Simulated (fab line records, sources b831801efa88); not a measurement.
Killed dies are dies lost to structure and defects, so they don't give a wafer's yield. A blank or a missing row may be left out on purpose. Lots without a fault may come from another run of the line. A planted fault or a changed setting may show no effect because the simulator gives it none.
Tool commonality check | flow sky130 | 14 lots, 42 wafers sampled

WHY IT WAS OPENED
At SKY_LDD_N_TW_MEAS_17 the reading LDD_N_TW is flagged on 2 of 14 lots. Wafers without a fault read 2585, standard deviation 29.
Rule: a lot is flagged when every wafer of it that has a number lies more than 4 standard deviations from that mean, or none has a number. The other lots count as sound.

lot  | measured     | on            | LDD_N_TW, wafer by wafer | flag
L362 | day 18 00:35 | film_metro-03 | 2571 2544 2565           |
L363 | day 18 04:38 | film_metro-04 | 2632 2625 2614           |
L364 | day 18 17:14 | film_metro-04 | 2615 2605 2609           |
L366 | day 18 23:20 | film_metro-02 | 2567 2553 2547           |
L367 | day 19 23:18 | film_metro-04 | 2591 2576 2568           |
L370 | day 20 21:28 | film_metro-04 | 2606 2598 2600           |
L371 | day 21 08:33 | film_metro-02 | 2557 2553 2566           |
L372 | day 21 14:01 | film_metro-03 | 2580 2582 2575           |
L379 | day 24 11:44 | film_metro-03 | 2587 2577 2577           |
L380 | day 24 13:25 | film_metro-02 | 2802 2816 2801           | FLAGGED
L382 | day 24 21:22 | film_metro-04 | 2901 2907 2905           | FLAGGED
L383 | day 25 10:29 | film_metro-03 | 2572 2583 2575           |
L384 | day 25 14:08 | film_metro-04 | 2634 2628 2608           |
L385 | day 26 01:57 | film_metro-03 | 2589 2582 2575           |
The numbers of the flagged lots are 2855 on average: +270 against the usual, or +9 standard deviations.

WHICH TOOL RAN EACH LOT
The record holds 3 process steps before the reading, out of a route of 708 steps. In each cell: the tool, then ch and the chambers that the sampled wafers went through, then the start.
lot  | flag    | SKY_GATE_OXIDE_STRIP_13              | SKY_LDD_N_IMPLANT_10            | SKY_LDD_N_STRIP_16
L362 |         | plasma_asher-02 ch 1, day 13 23:39   | implanter-01 ch 0, day 17 23:35 | plasma_asher-02 ch 1, day 18 00:29
L363 |         | plasma_asher-04 ch 0,1, day 14 03:50 | implanter-04 ch 0, day 18 03:38 | plasma_asher-01 ch 0, day 18 04:32
L364 |         | plasma_asher-02 ch 0,1, day 14 17:08 | implanter-01 ch 0, day 18 16:14 | plasma_asher-03 ch 0,1, day 18 17:08
L366 |         | plasma_asher-02 ch 0,1, day 14 22:55 | implanter-01 ch 0, day 18 22:22 | plasma_asher-02 ch 0,1, day 18 23:14
L367 |         | plasma_asher-02 ch 0,1, day 15 21:58 | implanter-01 ch 0, day 19 22:18 | plasma_asher-02 ch 0,1, day 19 23:12
L370 |         | plasma_asher-02 ch 0,1, day 16 17:40 | implanter-01 ch 0, day 20 20:29 | plasma_asher-02 ch 0,1, day 20 21:21
L371 |         | plasma_asher-02 ch 0,1, day 17 03:26 | implanter-01 ch 0, day 21 07:33 | plasma_asher-01 ch 0,1, day 21 08:27
L372 |         | plasma_asher-02 ch 0,1, day 17 08:08 | implanter-01 ch 0, day 21 13:02 | plasma_asher-02 ch 0, day 21 13:54
L379 |         | plasma_asher-02 ch 0,1, day 20 06:08 | implanter-01 ch 0, day 24 10:44 | plasma_asher-03 ch 0,1, day 24 11:38
L380 | FLAGGED | plasma_asher-02 ch 1, day 20 10:05   | implanter-01 ch 0, day 24 12:26 | plasma_asher-02 ch 1, day 24 13:18
L382 | FLAGGED | plasma_asher-04 ch 0,1, day 20 19:07 | implanter-01 ch 0, day 24 20:24 | plasma_asher-02 ch 0,1, day 24 21:17
L383 |         | plasma_asher-01 ch 0, day 21 05:55   | implanter-04 ch 0, day 25 09:29 | plasma_asher-02 ch 0,1, day 25 10:23
L384 |         | plasma_asher-02 ch 0,1, day 21 10:32 | implanter-03 ch 0, day 25 13:08 | plasma_asher-01 ch 0,1, day 25 14:02
L385 |         | plasma_asher-01 ch 0,1, day 22 00:13 | implanter-03 ch 0, day 26 00:58 | plasma_asher-02 ch 0,1, day 26 01:50
What these steps do:
- SKY_GATE_OXIDE_STRIP_13: strips in O2/N2.
- SKY_LDD_N_IMPLANT_10
- SKY_LDD_N_STRIP_16: strips in O2/N2.
- SKY_LDD_N_TW_MEAS_17

FLAGGED OVER TOTAL, TOOL BY TOOL (the gauges that took the reading come last)
step                    | tool            | lots run | flagged | share of the flagged lots | sound lots run after its first flagged lot
SKY_GATE_OXIDE_STRIP_13 | plasma_asher-01 | 2        | 0       | none                      | -
SKY_GATE_OXIDE_STRIP_13 | plasma_asher-02 | 10       | 1       | some                      | 1 (L384)
SKY_GATE_OXIDE_STRIP_13 | plasma_asher-04 | 2        | 1       | some                      | 0
SKY_LDD_N_IMPLANT_10    | implanter-01    | 10       | 2       | all                       | 0
SKY_LDD_N_IMPLANT_10    | implanter-03    | 2        | 0       | none                      | -
SKY_LDD_N_IMPLANT_10    | implanter-04    | 2        | 0       | none                      | -
SKY_LDD_N_STRIP_16      | plasma_asher-01 | 3        | 0       | none                      | -
SKY_LDD_N_STRIP_16      | plasma_asher-02 | 9        | 2       | all                       | 2 (L383,L385)
SKY_LDD_N_STRIP_16      | plasma_asher-03 | 2        | 0       | none                      | -
SKY_LDD_N_TW_MEAS_17    | film_metro-02   | 3        | 1       | some                      | 0
SKY_LDD_N_TW_MEAS_17    | film_metro-03   | 5        | 0       | none                      | -
SKY_LDD_N_TW_MEAS_17    | film_metro-04   | 6        | 1       | some                      | 1 (L384)

WHAT THE TABLE ALLOWS
2 rows of the table ran every flagged lot: implanter-01 at SKY_LDD_N_IMPLANT_10, plasma_asher-02 at SKY_LDD_N_STRIP_16.
- implanter-01 at SKY_LDD_N_IMPLANT_10: 2 of its 10 lots flagged. Its last sound lot is L379 (day 24 10:44), its first flagged lot L380 (day 24 12:26): a fault that began between those two fits. Its own readings lie more than 4 standard deviations out on every wafer of the flagged lots: beam_on_s, dose_ions_cm2, faraday_current_uA.
- plasma_asher-02 at SKY_LDD_N_STRIP_16: 2 of its 9 lots flagged. Sound lots ran on it after the first flagged one (L383, L385), which a lasting fault on the whole tool wouldn't allow. Its own readings lie more than 4 standard deviations out on every wafer of the flagged lots: strip_time_to_endpoint_s.
One tool is left: implanter-01 at SKY_LDD_N_IMPLANT_10.

WHAT THE SIMULATOR HAD PUT IN
Process parameter drift: implanter-01, from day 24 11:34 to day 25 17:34, at SKY_LDD_N_IMPLANT_10. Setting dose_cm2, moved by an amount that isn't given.
Lots struck among those shown: L380, L382. The rule above found the same.
